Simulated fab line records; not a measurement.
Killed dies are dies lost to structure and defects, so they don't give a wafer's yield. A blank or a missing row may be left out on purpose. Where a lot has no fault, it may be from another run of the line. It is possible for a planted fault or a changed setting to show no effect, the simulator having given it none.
fab line records	flow sky130
record: lots: 11	wafers: 33	lastDay: 52
route steps=708 shown FIELD_ISO@16 PWDE@52 NWELL@64
lots that met no fault: taken from a fault-free run of the same line
startH: hours from the record's first day to the start of the lot's first wafer shown	waitH: how many hours have passed since the lot's step before this one	" identical to the entry in the row above	L1.1+2: a single row standing in for several wafers	- value missing, or start not given	* or withheld: withheld	< > ~ a bound
route shown NAME@n: names a module that has steps shown in the file, with the first one's number in the route	usual: the fault-free wafers' mean and standard deviation	same: alike in all rows	chamber/n: place in a boat	sites: per-site readings	_std_site: the standard deviation of these	_edge_site: inner sites' mean taken away from outer sites' mean	radiusMm: how far each site lies from the wafer's centre	mask NAME#n: copy n	behind: the tool/chamber that last shaped the wafer	hold: cause of the lot's hold/its duration in hours/its outcome	device: the n, p or np transistor that did not switch	end of line: at the end of the route, the tests of the same wafers	for a step that has no rows: nothing shown but its recipe	killed: not the wafer's yield, but the dies lost to structure and defects at the first sort	map: a wafer's dies, marking killed ones x, the rest . and places with no die _
set.NAME: setting as actually run; set.NAME@STEP: the setting as run at that earlier step	model.NAME: the simulator's own value behind a step, which no gauge read
steps of the route over a sample of lots; a table a step, a row a wafer
services: from which hour (startH, from the record's first day; less than 0 if before it) a tool's chamber was out of use, for how many hours, and why
== steps ==
step: SKY_FIELD_ISO_ETCH_15
recipe: chemistry: CHF3/O2	targetDepthNm: 180	stopOn: Si	sourceW: 600	biasW: 200	pressureMtorr: 40	chf3FlowSccm: 50	O2_flow_sccm: 5	timeS: 72
usual: drypumpMotorCurrentA: 5.75/0.28	oesProductAu: 0.944/0.0063	rfFwdPowerW: 595.6/2.2	throttleValvePct: 8.844/0.0087
lot.wafer	tool	chamber	startH	waitH	drypumpMotorCurrentA	oesProductAu	rfFwdPowerW	rfHoursCounterH	throttleValvePct
L791.4	rieDiel-04	0	38.56	0.0	5.44	0.953	596.2	2	8.839
L791.5	"	3	"	"	6.15	0.944	595.5	-	8.847
L791.6	"	0	"	"	5.40	0.955	591.9	-	8.845
L792.3	rieDiel-02	1	43.76	0.0	5.38	0.949	595.1	157	8.860
L792.4	"	3	"	"	5.46	0.953	595.8	154	8.846
L792.6	"	0	"	"	5.52	0.947	600.1	-	8.853
L795.1	rieDiel-02	0	59.46	0.0	5.53	0.950	596.0	9	8.854
L795.2	"	2	"	"	6.18	0.941	595.6	51	8.846
L795.5	"	3	"	"	5.48	0.950	597.6	-	8.853
L796.1	rieDiel-03	2	66.41	0.0	5.60	0.947	596.7	61	8.845
L796.2	"	1	"	"	5.97	0.947	594.9	149	8.858
L796.6	"	2	"	"	5.61	0.940	597.1	-	8.836
L802.4	rieDiel-02	2	96.31	0.0	6.20	0.946	595.6	52	8.834
L802.5	"	1	"	"	5.34	0.946	597.3	-	8.840
L802.6	"	0	"	"	5.53	0.944	597.7	-	8.831
L803.1	rieDiel-03	0	100.61	0.0	5.72	0.947	590.1	66	8.845
L803.2	"	1	"	"	5.97	0.947	596.9	150	8.850
L803.5	"	1	"	"	5.97	0.951	598.2	-	8.844
L804.1	rieDiel-03	2	107.11	0.0	5.61	0.929	596.6	61	8.851
L804.4	"	0	"	"	5.71	0.943	592.5	66	8.831
L804.6	"	0	"	"	5.71	0.938	594.5	-	8.845
L805.1	rieDiel-04	2	111.31	0.0	5.70	0.945	599.8	4	8.844
L805.2	"	1	"	"	6.32	0.949	597.1	1	8.854
L805.6	"	0	"	"	5.42	0.948	590.3	-	8.839
L806.1	rieDiel-02	1	117.46	0.0	5.39	0.941	595.1	158	8.845
L806.2	"	0	"	"	5.54	0.939	598.8	10	8.842
L806.5	"	3	"	"	5.49	0.938	595.6	-	8.829
L810.2	rieDiel-03	0	138.06	0.0	5.70	0.936	594.5	67	8.860
L810.3	"	3	"	"	5.86	0.939	591.9	45	8.834
L810.6	"	3	"	"	5.87	0.939	588.9	-	8.840
L812.1	rieDiel-03	0	149.76	0.0	5.70	0.938	593.7	67	8.840
L812.3	"	2	"	"	5.61	0.932	596.8	62	8.831
L812.6	"	0	"	"	5.72	0.938	591.8	-	8.855
step: SKY_PWDE_OVL_MEAS_07
usual: PWDE_OVL: -0.3/1.7
lot.wafer	tool	chamber	startH	waitH	PWDE_OVL[nm]
L791.4	overlay-02	-	77.56	-	-0.8
L791.5	"	-	"	"	-0.1
L791.6	"	-	"	"	0.8
L792.3	overlay-02	-	83.36	-	-1.3
L792.4	"	-	"	"	-2.8
L792.6	"	-	"	"	-3.2
L795.1	overlay-02	-	101.69	-	1.0
L795.2	"	-	"	"	1.4
L795.5	"	-	"	"	-0.1
L796.1	overlay-02	-	107.30	-	0.3
L796.2	"	-	"	"	0.9
L796.6	"	-	"	"	0.0
L802.4	overlay-01	-	141.42	-	1.8
L802.5	"	-	"	"	3.1
L802.6	"	-	"	"	3.9
L803.1	overlay-01	-	147.00	-	-1.0
L803.2	"	-	"	"	-1.0
L803.5	"	-	"	"	-2.1
L804.1	overlay-02	-	149.55	-	0.7
L804.4	"	-	"	"	0.1
L804.6	"	-	"	"	-1.6
L805.1	overlay-01	-	158.94	-	-0.7
L805.2	"	-	"	"	-2.0
L805.6	"	-	"	"	-0.1
L806.1	overlay-02	-	166.90	-	1.0
L806.2	"	-	"	"	0.2
L806.5	"	-	"	"	0.6
L810.2	overlay-02	-	191.81	-	-0.1
L810.3	"	-	"	"	-0.9
L810.6	"	-	"	"	0.6
L812.1	overlay-01	-	200.49	-	2.5
L812.3	"	-	"	"	0.4
L812.6	"	-	"	"	2.6
step: SKY_NWELL_IMPLANT_11
recipe: species: P	energyKev: 400	doseCm2: 1.9e+13	tiltDeg: withheld
usual: beamEnergyKeV: 400.00/0.12	doseIonsCm2: 1.9e+13/2.1e+10	faradayCurrentUA: 107.2/2.3
same: implantIonAmu: 31
lot.wafer	tool	chamber	startH	waitH	beamEnergyKeV	doseIonsCm2	faradayCurrentUA
L791.4	implanter-04	0	94.95	0.1	400.00	1.9001e+13	108.1
L791.5	"	0	"	"	400.08	1.9033e+13	103.5
L791.6	"	0	"	"	399.96	1.9014e+13	106.8
L792.3	implanter-01	0	101.43	0.1	400.11	1.8973e+13	105.9
L792.4	"	0	"	"	400.09	1.8983e+13	105.8
L792.6	"	0	"	"	400.12	1.9027e+13	107.9
L795.1	implanter-04	0	120.28	0.0	399.82	1.8979e+13	101.8
L795.2	"	0	"	"	400.03	1.9032e+13	108.1
L795.5	"	0	"	"	399.92	1.8994e+13	106.5
L796.1	implanter-04	0	125.64	0.0	400.12	1.8963e+13	108.2
L796.2	"	0	"	"	400.21	1.9001e+13	108.6
L796.6	"	0	"	"	400.12	1.9025e+13	108.4
L802.4	implanter-04	0	161.66	0.1	320.02	1.896e+13	108.8
L802.5	"	0	"	"	319.93	1.9013e+13	105.6
L802.6	"	0	"	"	320.15	1.9002e+13	108.6
L803.1	implanter-04	0	167.73	0.0	320.11	1.9025e+13	105.6
L803.2	"	0	"	"	319.90	1.8981e+13	110.5
L803.5	"	0	"	"	320.00	1.9001e+13	107.6
L804.1	implanter-04	0	171.04	0.0	320.07	1.8966e+13	103.7
L804.4	"	0	"	"	320.13	1.8979e+13	110.1
L804.6	"	0	"	"	320.09	1.9019e+13	107.3
L805.1	implanter-01	0	181.08	0.0	400.07	1.8989e+13	111.8
L805.2	"	0	"	"	400.04	1.8998e+13	107.7
L805.6	"	0	"	"	400.08	1.8976e+13	104.4
L806.1	implanter-03	0	189.38	0.0	399.91	1.9023e+13	107.8
L806.2	"	0	"	"	399.98	1.9017e+13	105.5
L806.5	"	0	"	"	399.88	1.9013e+13	107.1
L810.2	implanter-03	0	214.55	0.0	399.84	1.8997e+13	110.5
L810.3	"	0	"	"	399.82	1.9014e+13	106.0
L810.6	"	0	"	"	399.97	1.898e+13	106.0
L812.1	implanter-03	0	224.08	0.0	399.93	1.9007e+13	109.6
L812.3	"	0	"	"	399.87	1.899e+13	106.7
L812.6	"	0	"	"	399.93	1.9044e+13	105.3
step: SKY_NWELL_STRIP_14
recipe: chemistry: O2/N2	powerW: 1400	pressureMtorr: 1500	platenTempC: withheld	o2FlowSccm: 3000	n2FlowSccm: 300	overashFraction: 0.5
usual: drypumpMotorCurrentA: 5.9/0.65	oesProductAu: 0.722/0.0041	stripTimeToEndpointS: 36.78/0.095
lot.wafer	tool	chamber	startH	waitH	drypumpMotorCurrentA	oesProductAu	rfHoursCounterH	stripTimeToEndpointS
L791.4	plasmaAsher-03	0	95.36	0.1	5.0	0.716	-	36.89
L791.5	"	1	"	"	6.6	0.720	-	36.91
L791.6	"	0	"	"	5.0	0.720	-	36.74
L792.3	plasmaAsher-02	0	101.86	0.1	5.5	0.721	-	36.80
L792.4	"	1	"	"	6.0	0.725	-	36.73
L792.6	"	1	"	"	6.0	0.719	-	36.68
L795.1	plasmaAsher-03	0	120.73	0.1	5.0	0.720	41	36.74
L795.2	"	1	"	"	6.7	0.722	41	36.73
L795.5	"	0	"	"	5.0	0.724	-	36.68
L796.1	plasmaAsher-03	0	126.09	0.1	4.9	0.726	41	36.70
L796.2	"	1	"	"	6.7	0.716	41	36.74
L796.6	"	1	"	"	6.7	0.728	-	36.84
L802.4	plasmaAsher-01	1	162.07	0.1	6.1	0.727	-	36.72
L802.5	"	1	"	"	6.0	0.725	-	36.74
L802.6	"	0	"	"	5.9	0.719	-	36.77
L803.1	plasmaAsher-01	0	168.18	0.1	5.8	0.719	32	36.87
L803.2	"	1	"	"	6.0	0.719	32	36.79
L803.5	"	0	"	"	5.8	0.720	-	36.73
L804.1	plasmaAsher-03	1	171.49	0.1	6.7	0.716	45	36.94
L804.4	"	0	"	"	5.0	0.716	-	36.86
L804.6	"	0	"	"	5.0	0.716	-	36.92
L805.1	plasmaAsher-03	0	181.53	0.1	5.0	0.720	46	36.69
L805.2	"	1	"	"	6.7	0.719	46	36.85
L805.6	"	0	"	"	5.0	0.727	-	36.67
L806.1	plasmaAsher-01	1	189.83	0.1	6.0	0.725	35	36.81
L806.2	"	0	"	"	5.8	0.725	35	36.79
L806.5	"	1	"	"	6.0	0.722	-	36.71
L810.2	plasmaAsher-03	1	214.98	0.1	6.7	0.724	51	36.81
L810.3	"	0	"	"	5.0	0.721	-	36.89
L810.6	"	1	"	"	6.7	0.723	-	36.85
L812.1	plasmaAsher-02	0	224.53	0.1	5.5	0.724	43	36.67
L812.3	"	0	"	"	5.5	0.720	-	36.63
L812.6	"	1	"	"	6.0	0.716	-	36.61
step: SKY_NWELL_TW_MEAS_15
usual: NWELL_TW: 1810/12
lot.wafer	tool	chamber	startH	waitH	NWELL_TW
L791.4	filmMetro-04	-	95.46	0.1	1812
L791.5	"	-	"	"	1808
L791.6	"	-	"	"	1790
L792.3	filmMetro-01	-	101.95	0.1	1816
L792.4	"	-	"	"	1818
L792.6	"	-	"	"	1815
L795.1	filmMetro-03	-	120.83	0.1	1792
L795.2	"	-	"	"	1795
L795.5	"	-	"	"	1783
L796.1	filmMetro-01	-	126.19	0.1	1814
L796.2	"	-	"	"	1826
L796.6	"	-	"	"	1823
L802.4	filmMetro-04	-	162.17	0.1	1765
L802.5	"	-	"	"	1762
L802.6	"	-	"	"	1759
L803.1	filmMetro-01	-	168.28	0.1	1773
L803.2	"	-	"	"	1767
L803.5	"	-	"	"	1772
L804.1	filmMetro-04	-	171.59	0.1	1754
L804.4	"	-	"	"	1762
L804.6	"	-	"	"	1763
L805.1	filmMetro-04	-	181.63	0.1	1820
L805.2	"	-	"	"	1816
L805.6	"	-	"	"	1811
L806.1	filmMetro-04	-	189.93	0.1	1811
L806.2	"	-	"	"	1813
L806.5	"	-	"	"	1801
L810.2	filmMetro-04	-	215.09	0.1	1817
L810.3	"	-	"	"	1811
L810.6	"	-	"	"	1810
L812.1	filmMetro-04	-	224.63	0.1	1830
L812.3	"	-	"	"	1827
L812.6	"	-	"	"	1817
step: SKY_NWELL_RS_MEAS_29
recipe: thkMeasGauge: four-point-probe
usual: NWELL_RS: 624.7/1.3
lot.wafer	tool	chamber	startH	waitH	NWELL_RS[ohm/sq]
L791.4	filmMetro-03	-	113.15	0.1	624.2
L791.5	"	-	"	"	625.2
L791.6	"	-	"	"	625.3
L792.3	filmMetro-04	-	120.74	0.1	625.3
L792.4	"	-	"	"	626.0
L792.6	"	-	"	"	625.9
L795.1	filmMetro-03	-	139.99	0.1	628.3
L795.2	"	-	"	"	626.7
L795.5	"	-	"	"	627.4
L796.1	filmMetro-04	-	145.14	0.1	624.0
L796.2	"	-	"	"	623.0
L796.6	"	-	"	"	622.4
L802.4	filmMetro-03	-	184.05	0.1	661.6
L802.5	"	-	"	"	660.8
L802.6	"	-	"	"	659.0
L803.1	filmMetro-03	-	190.40	0.1	660.5
L803.2	"	-	"	"	659.8
L803.5	"	-	"	"	662.5
L804.1	filmMetro-04	-	194.30	0.1	661.4
L804.4	"	-	"	"	660.8
L804.6	"	-	"	"	660.6
L805.1	filmMetro-04	-	204.95	0.1	623.2
L805.2	"	-	"	"	625.0
L805.6	"	-	"	"	624.0
L806.1	filmMetro-03	-	212.80	0.1	625.4
L806.2	"	-	"	"	621.9
L806.5	"	-	"	"	623.3
L810.2	filmMetro-04	-	239.41	0.2	623.8
L810.3	"	-	"	"	626.1
L810.6	"	-	"	"	625.6
L812.1	filmMetro-01	-	249.39	0.2	625.9
L812.3	"	-	"	"	625.2
L812.6	"	-	"	"	624.3
== services ==
tool	chamber	startH	hours	kind
implanter-04	-	15.08	3.5	repair
implanter-03	-	66.24	2.2	repair
rieDiel-02	3	76.28	10.2	repair
implanter-03	-	85.37	4.2	pm
implanter-01	-	91.54	6.0	repair
implanter-04	-	91.62	0.9	repair
rieDiel-04	-	99.20	1.7	repair
plasmaAsher-01	-	103.64	1.5	repair
implanter-03	-	108.34	0.6	repair
implanter-03	-	109.57	6.2	repair
rieDiel-02	1	119.28	3.7	repair
rieDiel-03	2	126.60	10.7	repair
implanter-04	-	130.90	4.5	pm
implanter-04	-	148.63	8.8	repair
plasmaAsher-03	-	150.83	0.7	repair
implanter-01	-	154.93	5.0	pm
plasmaAsher-02	-	172.21	50.1	repair
rieDiel-03	1	173.02	-	clean
rieDiel-03	1	173.02	10.8	scheduledDown
rieDiel-03	1	173.02	10.8	ventCycle
plasmaAsher-02	-	200.51	1.4	repair
rieDiel-02	1	205.85	12.6	repair
rieDiel-04	0	218.30	9.2	repair
rieDiel-03	1	221.89	9.5	repair
== key ==
firstSign: step: SKY_NWELL_IMPLANT_11	reading: beamEnergyKeV	direction: down	sigmas: 99+	usual: *	struck: *
effect: step: SKY_NWELL_TW_MEAS_15	reading: NWELL_TW	direction: down	sigmas: 3.8	usual: 1810	struck: 1764
effect: step: SKY_NWELL_RS_MEAS_29	reading: NWELL_RS	direction: up	sigmas: 28	usual: 624.7	struck: 660.8
metAt SKY_NWELL_IMPLANT_11
struckLots L802,L803,L804
testerLeftOut L802,L803,L804
notActingAt SKY_FIELD_ISO_ETCH_15,SKY_PWDE_OVL_MEAS_07,SKY_NWELL_STRIP_14
onsetBetween 125.64 161.66
fault: kind: processParameterDrift	tool: implanter-04	chamber: -	onsetH: 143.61	steps: SKY_NWELL_IMPLANT_11	channel: energyKev	offset: *	shape: step	endH: 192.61	actsIn: *	stated: *
testerLeftOut: of these lots the tester's yield and bins aren't shown, on N5 and GAA mostly nor the transistor test; their killed dies are dies lost to structure and defects alone, not to doping, threshold or leakage, so they don't give the yield
